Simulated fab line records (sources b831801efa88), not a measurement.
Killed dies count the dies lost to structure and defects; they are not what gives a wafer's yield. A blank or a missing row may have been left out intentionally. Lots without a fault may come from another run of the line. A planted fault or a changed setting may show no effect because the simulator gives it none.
fab line records    flow gf180mcu
record: lots: 6  wafers: 18  last_day: 34
route steps=602 shown HV_LDD@209
lots untouched by any fault: they come from a run of this same line in which no faults occurred
start_h: the number of hours between the record's first day and the start of the first shown wafer of the lot    wait_h: hours elapsed since this lot's preceding step    " the same as in the row above    L1.1+2: a row that stands for several wafers    - value missing, or start not given    * or withheld: withheld    < > ~ a bound
route shown NAME@n: a module of which the file shows steps, and the number in the route of the first    usual: mean and standard deviation over wafers with no fault    same: alike in all rows    chamber/n: place in a boat    sites: readings site by site    _std_site: the values' standard deviation    _edge_site: inner sites' mean taken away from outer sites' mean    radius_mm: how far each site lies from the wafer's centre    mask NAME#n: copy n    behind: tool/chamber where the wafer was last shaped    hold: why the lot went on hold/how many hours it stayed there/how the hold came to an end    device: which transistor (n, p or np) failed to switch    end of line: the route-end tests of the same wafers    a step with no rows: only its recipe    killed: the dies lost at the first sort to structure and to defects; this is not the yield of the wafer    map: dies across one wafer; x = killed, . = not, _ = none there
set.NAME: the setting as run; set.NAME@STEP: as run at that earlier step    model.NAME: the simulator's own value behind a step, which no gauge read
lots seen at some steps along the route; tables by step, rows by wafer
services: from which hour (start_h, from the record's first day; less than 0 if before it) a tool's chamber was out of use, for how many hours, and why
== steps ==
step: GF_HV_LDD_IMPLANT_33
recipe: species: P  energy_kev: 60  dose_cm2: 7.5e+12  tilt_deg: 30  rotation_deg: 0
step: GF_HV_LDD_IMPLANT_34
recipe: species: P  energy_kev: 60  dose_cm2: 7.5e+12  tilt_deg: 30  rotation_deg: 90
step: GF_HV_LDD_IMPLANT_35
recipe: species: P  energy_kev: 60  dose_cm2: 7.5e+12  tilt_deg: 30  rotation_deg: 180
step: GF_HV_LDD_IMPLANT_36
recipe: species: P  energy_kev: 60  dose_cm2: 7.5e+12  tilt_deg: 30  rotation_deg: 270
step: GF_HV_LDD_STRIP_37
recipe: chemistry: O2/N2  power_w: 1400  pressure_mtorr: 1500  platen_temp_c: 250  o2_flow_sccm: 3000  n2_flow_sccm: 300  overash_fraction: 0.5
usual: drypump_motor_current_A: 5.8/0.52  heater_power_w: 351/28  oes_product_au: 0.716/0.0043  strip_time_to_endpoint_s: 12.62/0.034
lot.wafer  tool             chamber  start_h  wait_h  drypump_motor_current_A  heater_power_w  oes_product_au  rf_hours_counter_h  strip_time_to_endpoint_s
L731.1     plasma_asher-01  0        260.86   0.1     5.3                      310             0.714           59                  12.63
L731.4     "                1        "        "       5.8                      393             0.714           -                   12.58
L731.5     "                0        "        "       5.3                      309             0.715           -                   12.63
L734.1     plasma_asher-03  0        286.15   0.1     6.2                      374             0.711           69                  12.61
L734.2     "                1        "        "       5.4                      368             0.714           69                  12.67
L734.3     "                0        "        "       6.2                      382             0.715           -                   12.67
L735.1     plasma_asher-01  0        300.94   0.1     5.3                      319             0.716           63                  12.63
L735.3     "                1        "        "       5.8                      371             0.714           -                   12.64
L735.4     "                0        "        "       5.3                      303             0.718           -                   12.65
L743.2     plasma_asher-01  1        358.80   0.1     5.8                      387             0.717           69                  12.65
L743.4     "                1        "        "       5.7                      384             0.721           -                   12.58
L743.5     "                0        "        "       5.3                      312             0.713           -                   12.65
L744.1     plasma_asher-02  0        365.05   0.1     6.8                      342             0.718           24                  12.67
L744.3     "                0        "        "       6.9                      335             0.719           -                   12.62
L744.5     "                0        "        "       6.9                      340             0.711           -                   12.68
L753.1     plasma_asher-02  0        433.25   0.1     6.8                      333             0.713           31                  12.62
L753.2     "                1        "        "       5.6                      335             0.721           31                  12.67
L753.6     "                0        "        "       6.8                      340             0.719           -                   12.65
step: GF_HV_LDD_TW_MEAS_38
usual: HV_LDD_3_TW: 1436/7.1
lot.wafer  tool           chamber  start_h  wait_h  HV_LDD_3_TW
L731.1     film_metro-01  -        260.96   0.1     1436
L731.4     "              -        "        "       1450
L731.5     "              -        "        "       1442
L734.1     film_metro-03  -        286.25   0.1     1429
L734.2     "              -        "        "       1436
L734.3     "              -        "        "       1430
L735.1     film_metro-03  -        301.04   0.1     1420
L735.3     "              -        "        "       1424
L735.4     "              -        "        "       1422
L743.2     film_metro-01  -        358.91   0.1     1437
L743.4     "              -        "        "       1435
L743.5     "              -        "        "       1432
L744.1     film_metro-01  -        365.15   0.1     1435
L744.3     "              -        "        "       1426
L744.5     "              -        "        "       1439
L753.1     film_metro-04  -        433.35   0.1     1437
L753.2     "              -        "        "       1429
L753.6     "              -        "        "       1430
step: GF_HV_LDD_DEHYDRATE_39
recipe: temp_c: 200  time_s: 60
step: GF_HV_LDD_HMDS_40
recipe: prime_time_s: 60  prime_temp_c: 120
step: GF_HV_LDD_COAT_41
recipe: resist: NOVOLAK  spin_rpm: 3000  resist_thk_nm: 1000
step: GF_HV_LDD_SOFTBAKE_42
recipe: temp_c: 90  time_s: 60  resist: NOVOLAK
step: GF_HV_LDD_EXPOSE_43
recipe: mask_id: Pplus_HV_AREA  target_cd_nm: 400  na: 0.6  source_shape: conventional  sigma_outer: 0.6  dose_mj: 140
step: GF_HV_LDD_PEB_44
recipe: temp_c: withheld  time_s: *  resist: NOVOLAK
step: GF_HV_LDD_DEVELOP_45
recipe: develop_time_s: 60  dev_temp_c: 23
usual: chill_plate_temp_C: 22.99/0.1  develop_time_s: 60/0
lot.wafer  tool            chamber  start_h  wait_h  chill_plate_temp_C  develop_time_s
L731.1     litho_track-02  0        280.23   0.1     22.92               60
L731.4     "               0        "        "       23.09               60
L731.5     "               0        "        "       23.10               60
L734.1     litho_track-04  -        305.95   0.1     -                   -
L734.2     "               -        "        "       -                   -
L734.3     "               -        "        "       -                   -
L735.1     litho_track-02  -        321.78   0.1     -                   -
L735.3     "               -        "        "       -                   -
L735.4     "               -        "        "       -                   -
L743.2     litho_track-02  0        380.61   0.1     23.04               60
L743.4     "               0        "        "       22.94               60
L743.5     "               0        "        "       23.04               60
L744.1     litho_track-03  0        386.34   0.1     23.10               60
L744.3     "               0        "        "       23.05               60
L744.5     "               0        "        "       23.12               60
L753.1     litho_track-04  0        456.90   0.1     22.88               60
L753.2     "               0        "        "       22.91               60
L753.6     "               0        "        "       22.90               60
step: GF_HV_LDD_CD_MEAS_46
recipe: target_cd_nm: 400
usual: cd_nm: 400.2/2.3
lot.wafer  tool       chamber  start_h  wait_h  cd_nm
L731.1     cd_sem-02  -        280.38   0.1     399.4
L731.4     "          -        "        "       400.3
L731.5     "          -        "        "       400.1
L734.1     cd_sem-02  -        306.10   0.1     -
L734.2     "          -        "        "       -
L734.3     "          -        "        "       -
L735.1     cd_sem-01  -        321.93   0.1     -
L735.3     "          -        "        "       -
L735.4     "          -        "        "       -
L743.2     cd_sem-02  -        380.75   0.1     396.6
L743.4     "          -        "        "       399.6
L743.5     "          -        "        "       398.9
L744.1     cd_sem-01  -        386.49   0.1     401.3
L744.3     "          -        "        "       402.1
L744.5     "          -        "        "       401.0
L753.1     cd_sem-01  -        457.05   0.1     402.1
L753.2     "          -        "        "       403.8
L753.6     "          -        "        "       403.0
== services ==
tool             chamber  start_h  hours  kind
plasma_asher-02  -        254.07   18.4   pm
plasma_asher-01  -        280.55   3.8    repair
plasma_asher-02  -        295.26   9.8    repair
plasma_asher-03  -        403.45   6.3    repair
plasma_asher-03  -        403.84   0.4    repair
plasma_asher-03  -        421.25   9.0    pm
plasma_asher-03  0        421.25   9.0    vent_cycle
plasma_asher-03  1        421.25   9.0    vent_cycle
plasma_asher-03  0        430.25   -      clean
plasma_asher-03  1        430.25   -      clean
plasma_asher-02  -        444.09   0.9    repair
== key ==
first_sign: step: GF_HV_LDD_DEVELOP_45  reading: tool_record  direction: missing
effect none on later readings
met_at GF_HV_LDD_DEVELOP_45
struck_wafers L734.1,L734.2,L734.3,L735.1,L735.3,L735.4
later_rows_left_out L734.1,L734.2,L734.3,L735.1,L735.3,L735.4
sort_left_out L734.1,L734.2,L734.3,L735.1,L735.3,L735.4
tester_left_out L734,L735
onset_between 280.23 305.95
fault: kind: skipped_step_whole  tool: litho_track-02,litho_track-04  chamber: -  onset_h: 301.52  steps: GF_HV_LDD_DEVELOP_45  scope: struck_lots_only
tester_left_out: of these lots the tester's yield and bins aren't shown, on N5 and GAA mostly nor the transistor test; their killed dies are dies lost to structure and defects alone, not to doping, threshold or leakage, so they don't give the yield
sort_left_out: the simulated sort isn't trusted on such a fault, so these wafers' sort isn't shown, and their yield isn't known
later_rows_left_out: the simulator's readings of these wafers behind a module that went badly wrong aren't trusted and aren't shown, but for the sort
